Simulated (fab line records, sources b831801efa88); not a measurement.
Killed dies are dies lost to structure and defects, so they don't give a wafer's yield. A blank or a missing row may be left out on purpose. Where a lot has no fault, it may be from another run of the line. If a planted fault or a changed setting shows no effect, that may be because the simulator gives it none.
One fault through the eyes of 2 desks	flow sky130	only its own numbers are on each desk; what lay behind them is given at the end

AT THE METROLOGY DESK
Means of the sampled wafers that have a number, per lot and without regard to the tool the lot ran on: this is what the gauges read. Marked OUT: a lot whose mean sits more than 4 standard deviations from the usual mean, which makes it out of limits; the brackets give that distance.
Columns: A = VT_ADJUST_NCORE_TW at SKY_VT_ADJUST_NCORE_TW_MEAS_11, usual 218.9; B = LDD_HVP_TW at SKY_LDD_HVP_TW_MEAS_10, usual 456; C = LDD_LDN_TW at SKY_LDD_LDN_TW_MEAS_13, usual 1474; D = cd-nm at SKY_SD_P_CD_MEAS_07, usual 379.9 nm
lot	first seen here	A	B	C	D
L374	day 8 10:58	221.4	456	1493	379.3
L376	day 9 05:17	217.8	458	1464	378.8
L377	day 9 10:44	218.7	457	1466	378.9
L383	day 11 18:00	219.7	458	1467	381.6
L384	day 12 06:04	217.4	455	1472	375.6
L386	day 12 07:49	189.1 (-18) OUT	458	1466	383.3
L388	day 13 01:49	220.2	453	1473	379.3
L387	day 13 05:19	187.4 (-19) OUT	456	1478	380.6
L390	day 13 18:12	216.5	451	1481	378.3
L392	day 14 02:33	218.5	457	1467	381.8
L393	day 14 05:06	219.3	453	1486	379.6
L396	day 15 05:18	220.5	463	1466	380.7
L397	day 15 05:36	217.1	462	1467	382.2
Per this desk, out of limits: L386, L387; the first was L386, day 12 07:49 (VT_ADJUST_NCORE_TW at SKY_VT_ADJUST_NCORE_TW_MEAS_11). L374, L376, L377, L383, L384, L388, L390, L392, L393, L396, L397: within limits.

FOR THE TOOL OWNER'S DESK: implanter-01
SKY_VT_ADJUST_NCORE_IMPLANT_09, tool's own readings: per-lot mean of the sampled wafers with a number, covering each lot this tool ran. Marked OUT: a lot whose mean sits more than 4 standard deviations from the usual mean, which makes it out of limits; the brackets give that distance.
Columns: A = dose-ions-cm2 at SKY_VT_ADJUST_NCORE_IMPLANT_09, usual 2.3996e+12; B = end-station-pressure-torr at SKY_VT_ADJUST_NCORE_IMPLANT_09, usual 4.97e-06 Torr; C = faraday-current-uA at SKY_VT_ADJUST_NCORE_IMPLANT_09, usual 13.56
lot	first seen here	A	B	C
L374	day 8 10:44	2.3991e+12	5.14e-06	13.61
L386	day 12 07:34	1.3854e+12 (-99 or more) OUT	5.23e-06	7.83 (-21) OUT
L387	day 13 05:04	1.3823e+12 (-99 or more) OUT	4.96e-06	7.88 (-21) OUT
This desk's finding: out of limits on L386, L387; first on L386, day 12 07:34 (dose-ions-cm2 at SKY_VT_ADJUST_NCORE_IMPLANT_09). L374: within limits.

PUT TOGETHER
At day 12 07:34, on L386, L387, the tool owner's desk was in a position to raise an alarm.
At day 12 07:49 the metrology desk could have sounded an alarm, on L386, L387.
The lots listed all ran SKY_VT_ADJUST_NCORE_IMPLANT_09 on implanter-01.

WHAT THE SIMULATOR HAD INSERTED
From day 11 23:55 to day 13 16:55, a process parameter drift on implanter-01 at SKY_VT_ADJUST_NCORE_IMPLANT_09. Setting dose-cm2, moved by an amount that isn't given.
Lots struck among those shown: L386, L387.
Time in hours from fault onset to the first out-of-limits reading at each desk: tool owner's desk 8, metrology desk 8.
